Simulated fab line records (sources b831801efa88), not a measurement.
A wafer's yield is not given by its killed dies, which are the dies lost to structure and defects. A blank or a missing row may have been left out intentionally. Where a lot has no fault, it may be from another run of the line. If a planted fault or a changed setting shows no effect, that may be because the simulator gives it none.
A single fault, viewed from 2 desks	flow sky130	each desk has only its own numbers; what lay behind them comes last

## DESK OF THE TOOL OWNER: implanter-04
SKY_LDD_LDN_IMPLANT_11, tool's own readings: per-lot mean of the sampled wafers with a number, covering each lot this tool ran. The brackets show how far a lot's mean lies from the usual mean; more than 4 standard deviations puts the lot out of limits, marked OUT.
Columns: A = beam-energy-keV at SKY_LDD_LDN_IMPLANT_11, usual 15.000; B = rotation-deg at SKY_LDD_LDN_IMPLANT_11, usual 293.00 degrees
lot	first seen here	A	B
L845	day 24 11:27	15.003	292.94
L848	day 25 16:22	15.002	292.98
L852	day 27 16:59	14.997	293.03
L856	day 29 03:46	15.808 (+99 or more) OUT	292.96
L857	day 29 05:53	15.807 (+99 or more) OUT	292.96
Finding of this desk: L856, L857 out of limits; the first was L856 at day 29 03:46, on beam-energy-keV at SKY_LDD_LDN_IMPLANT_11. In limits: L845, L848, L852.

## AT THE METROLOGY DESK
What the gauges read for every lot (on any tool): the sampled wafers with a number, averaged. The brackets show how far a lot's mean lies from the usual mean; more than 4 standard deviations puts the lot out of limits, marked OUT.
Columns: A = POLY_GATE_OVL at SKY_POLY_GATE_OVL_MEAS_14, usual 1 nm; B = cd-nm at SKY_POLY_CUT_CD_MEAS_08, usual 270.0 nm
lot	first seen here	A	B
L840	day 15 21:42	-3	267.9
L844	day 17 19:31	7	269.6
L845	day 17 22:49	-1	270.4
L847	day 18 21:19	1	270.5
L848	day 19 06:15	9	269.3
L852	day 21 10:48	-3	271.7
L856	day 22 22:17	-2	268.4
L857	day 23 00:39	2	270.8
L858	day 23 06:19	-3	271.0
L860	day 23 14:36	-14	270.1
L862	day 24 14:41	-3	271.5
L861	day 24 17:42	5	270.8
L863	day 25 09:38	1	269.4
This desk found nothing out of limits on any of the 13 lots.

## BROUGHT TOGETHER
The tool owner's desk could have raised an alarm at day 29 03:46, on L856, L857.
The metrology desk saw nothing out of limits.
The metrology desk has L856, L857 on record, within its limits.
Of the lots named, all ran SKY_LDD_LDN_IMPLANT_11 on implanter-04.

## WHAT THE SIMULATOR PUT IN
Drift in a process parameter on implanter-04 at SKY_LDD_LDN_IMPLANT_11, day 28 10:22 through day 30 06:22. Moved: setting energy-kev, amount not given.
Shown lots that were struck: L856, L857.
Delay in hours, fault start to first out-of-limits reading, by desk: the tool owner's desk at 17.
